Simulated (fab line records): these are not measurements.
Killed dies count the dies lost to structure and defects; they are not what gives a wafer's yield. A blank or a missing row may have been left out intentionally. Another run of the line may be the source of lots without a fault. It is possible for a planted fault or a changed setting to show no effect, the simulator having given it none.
Which tool did it?    flow sky130    39 wafers from 13 lots sampled at 3 of the route's 708 steps

WHAT THE GAUGES READ, wafer by wafer
The record holds no reading of a measuring or inspecting step that can be judged against a usual standard deviation.

TOOL THAT RAN EACH LOT (tool first, then ch and the chambers of the sampled wafers, then the start)
lot   SKY_METAL3_METAL_ETCH_18           SKY_METAL3_STRIP_19                   SKY_PAD_OPEN_PROBE_99
L332  rie metal-03 ch 0,1, day 39 00:01  plasma asher-02 ch 0,1, day 39 00:10  -
L333  rie metal-02 ch 0,1, day 39 19:17  plasma asher-01 ch 0,1, day 39 19:28  -
L335  rie metal-02 ch 0,1, day 40 02:38  plasma asher-02 ch 0,1, day 40 02:49  -
L334  rie metal-02 ch 0,1, day 40 06:03  plasma asher-01 ch 0,1, day 40 06:14  -
L336  rie metal-01 ch 0,1, day 40 06:46  plasma asher-02 ch 0,1, day 40 06:55  -
L342  rie metal-03 ch 0,1, day 41 20:04  plasma asher-02 ch 0, day 41 20:15    prober-01, day 48 12:04
L343  rie metal-03 ch 1, day 42 04:41    plasma asher-01 ch 1, day 42 04:52    prober-02, day 48 19:40
L344  rie metal-02 ch 0,1, day 42 14:04  plasma asher-01 ch 0,1, day 42 14:15  -
L349  rie metal-01 ch 0,1, day 44 02:31  plasma asher-03 ch 0,1, day 44 02:42  -
L350  rie metal-02 ch 0,1, day 44 09:32  plasma asher-02 ch 0,1, day 44 09:43  -
L351  rie metal-03 ch 0, day 44 13:31    plasma asher-01 ch 0,1, day 44 13:49  -
L352  rie metal-01 ch 1, day 44 14:49    plasma asher-03 ch 0,1, day 44 15:11  -
L353  rie metal-02 ch 0,1, day 44 22:54  plasma asher-01 ch 0,1, day 44 23:05  -
- SKY_METAL3_METAL_ETCH_18: etches the open film in Cl2/BCl3, stops on SiO2, target depth 845 nm, time 183.1 s.
- SKY_METAL3_STRIP_19: strips in O2/N2.
- SKY_PAD_OPEN_PROBE_99

AS READ BY THE TOOLS THEMSELVES (means over the sampled wafers that have a number; for cases with no such wafer, the mark the record gives instead)
SKY_METAL3_METAL_ETCH_18. Usual: bcl3 flow sccm 29.99 sccm, standard deviation 0.086; bias w 48.51 W, standard deviation 0.16; drypump motor current A 5.3 A, standard deviation 0.37; oes product au 0.867 a.u., standard deviation 0.0061; throttle valve pct 22.265 %, standard deviation 0.0086.
lot   tool          bcl3 flow sccm (sccm)  bias w (W)  drypump motor current A (A)  oes product au (a.u.)  throttle valve pct (%)  flag
L332  rie metal-03  30.04                  48.38       5.5                          0.859                  22.266                  
L333  rie metal-02  30.02                  48.57       4.9                          0.867                  22.265                  
L335  rie metal-02  30.02                  48.45       5.1                          0.867                  22.273                  
L334  rie metal-02  30.05                  48.59       5.1                          0.871                  22.261                  
L336  rie metal-01  30.02                  48.51       5.5                          0.870                  22.262                  
L342  rie metal-03  -                      -           -                            -                      -                       OFF
L343  rie metal-03  -                      -           -                            -                      -                       OFF
L344  rie metal-02  29.95                  48.46       4.9                          0.866                  22.264                  
L349  rie metal-01  29.94                  48.61       5.6                          0.873                  22.260                  
L350  rie metal-02  29.98                  48.42       4.9                          0.860                  22.269                  
L351  rie metal-03  30.06                  48.36       5.4                          0.861                  22.263                  
L352  rie metal-01  29.88                  48.68       5.6                          0.870                  22.271                  
L353  rie metal-02  29.95                  48.38       4.9                          0.869                  22.259                  

SKY_METAL3_STRIP_19. Usual: drypump motor current A 5.6 A, standard deviation 0.49; o2 flow sccm 3001 sccm, standard deviation 9.2; oes product au 0.496 a.u., standard deviation 0.0058; strip time to endpoint s 6.38 s, standard deviation 0.093.
lot   tool             drypump motor current A (A)  o2 flow sccm (sccm)  oes product au (a.u.)  strip time to endpoint s (s)  flag
L332  plasma asher-02  5.2                          2993                 0.503                  6.39                          
L333  plasma asher-01  5.7                          3006                 0.493                  6.38                          
L335  plasma asher-02  5.4                          2999                 0.503                  6.51                          
L334  plasma asher-01  6.0                          2993                 0.499                  6.43                          
L336  plasma asher-02  5.2                          3000                 0.493                  6.27                          
L342  plasma asher-02  5.0                          3007                 0.715                  11.73                         OFF
L343  plasma asher-01  5.3                          2997                 0.714                  11.72                         OFF
L344  plasma asher-01  5.6                          2993                 0.499                  6.45                          
L349  plasma asher-03  6.1                          2996                 0.491                  6.32                          
L350  plasma asher-02  5.2                          3002                 0.494                  6.47                          
L351  plasma asher-01  6.0                          2998                 0.495                  6.26                          
L352  plasma asher-03  6.1                          3000                 0.491                  6.28                          
L353  plasma asher-01  6.0                          2999                 0.499                  6.46                          

SKY_PAD_OPEN_PROBE_99. Usual: defect limited yield 82.5 %, standard deviation 1.9; killed_at_M0_to_M3 43, standard deviation 7.2; killed_at_M4_up 3.3, standard deviation 2; killed at contacts 25, standard deviation 5.8; killed at front end 15, standard deviation 4.5; killed at other 0.3, standard deviation 0.62; killed dies 86, standard deviation 9.4; killed on rim 17, standard deviation 3.7; killed open 47, standard deviation 7.1; killed short 39, standard deviation 6; sort_bin_3_pad_short 0.9 %, standard deviation 0.4; sort_bin_5_function 10.4 %, standard deviation 1.4; sort_bin_6_memory 6.2 %, standard deviation 1.1; sort_bin_8_speed 0.7 %, standard deviation 1.4; sort n pass 402, standard deviation 11; sort yield pct 81.7 %, standard deviation 2.2.
lot   tool       defect limited yield (%)  killed_at_M0_to_M3  killed_at_M4_up  killed at contacts  killed at front end  killed at other  killed dies  killed on rim  killed open  killed short  sort_bin_3_pad_short (%)  sort_bin_5_function (%)  sort_bin_6_memory (%)  sort_bin_8_speed (%)  sort n pass  sort yield pct (%)  flag
L342  prober-01  0.0                       449                 4.0              21                  18                   0.3              492          96             46           34            0.5                       93.6                     5.9                    0.0                   0            0.0                 OFF
L343  prober-02  0.0                       452                 2.3              25                  13                   0.3              492          96             45           35            0.9                       93.2                     6.0                    0.0                   0            0.0                 OFF

THE ANSWER, worked out from the rows above alone
Rule: lot off if the mean of its wafers having a number is beyond 3 standard deviations from the usual mean. A lot without any number at a reading at which 4 lots or more have one is off too. Where the step has rows for the other lots, those lots are counted as sound. After the gauges, taken in route order, come the tools' own readings; for these a lot's mean is taken, as printed above. At the first step where some lot is off, the reading lying furthest off is the one used; lots without a number count as furthest.
Off at SKY_METAL3_METAL_ETCH_18 (bcl3 flow sccm): L342, L343. Without a number there: L342, L343.
If a tool, at that step or one of the process steps before it, ran each lot that is off and ran no sound lot following the first of them, it fits. No candidate that was tried fits.

WHAT WAS PUT IN BY THE SIMULATOR
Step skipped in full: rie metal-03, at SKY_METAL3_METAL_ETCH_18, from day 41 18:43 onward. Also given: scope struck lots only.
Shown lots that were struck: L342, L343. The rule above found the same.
